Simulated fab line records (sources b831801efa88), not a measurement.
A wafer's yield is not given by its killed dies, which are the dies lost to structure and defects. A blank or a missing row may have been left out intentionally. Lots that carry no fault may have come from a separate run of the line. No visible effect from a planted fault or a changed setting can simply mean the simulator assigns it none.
Matching of chambers | flow gf180mcu | GF_CONTACT_CVD_02 on pecvd-02 has 3 sister chambers
The step deposits SiO2 from TEOS, target thk 860 nm, time 95.992 s. 3 wafers are shown with their chamber, then 7 later ones without.

== WAFERS PAIRED WITH THEIR CHAMBERS ==
wafer  | chamber | heaterPowerW (W)
L269.3 | 1       | 805
L270.2 | 0       | 646
L270.5 | 2       | 542

== WAFERS MISSING THEIR CHAMBER ==
wafer  | heaterPowerW (W)
L270.6 | 522
L271.1 | 564
L271.2 | 604
L271.3 | 781
L279.3 | 849
L279.4 | 615
L279.6 | 870

== WHICH CHAMBER EACH WENT THROUGH ==
wafer  | from the rows above     | in truth
L270.6 | 2                       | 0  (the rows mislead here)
L271.1 | can't be placed: 2 or 0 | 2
L271.2 | can't be placed: 0 or 2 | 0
L271.3 | 1                       | 1
L279.3 | 1                       | 1
L279.4 | can't be placed: 0 or 2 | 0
L279.6 | 1                       | 1
3 of 7 placed correctly. These rows do not allow placing 3 (true chamber among the candidates in 3). Wrongly placed: 1.
How it was worked out, from the rows above alone: a wafer's distance from a chamber is the root of the sum, over the readings, of the square of ((its reading less the chamber's mean) divided by the reading's scatter). If the next closest chamber is less than 2 further off than the closest, the wafer can't be placed; otherwise it belongs to the closest. A chamber's mean is the mean of its shown wafers. The scatter: root of mean squared gap, hidden wafer to nearest shown wafer, with one shown wafer a chamber.
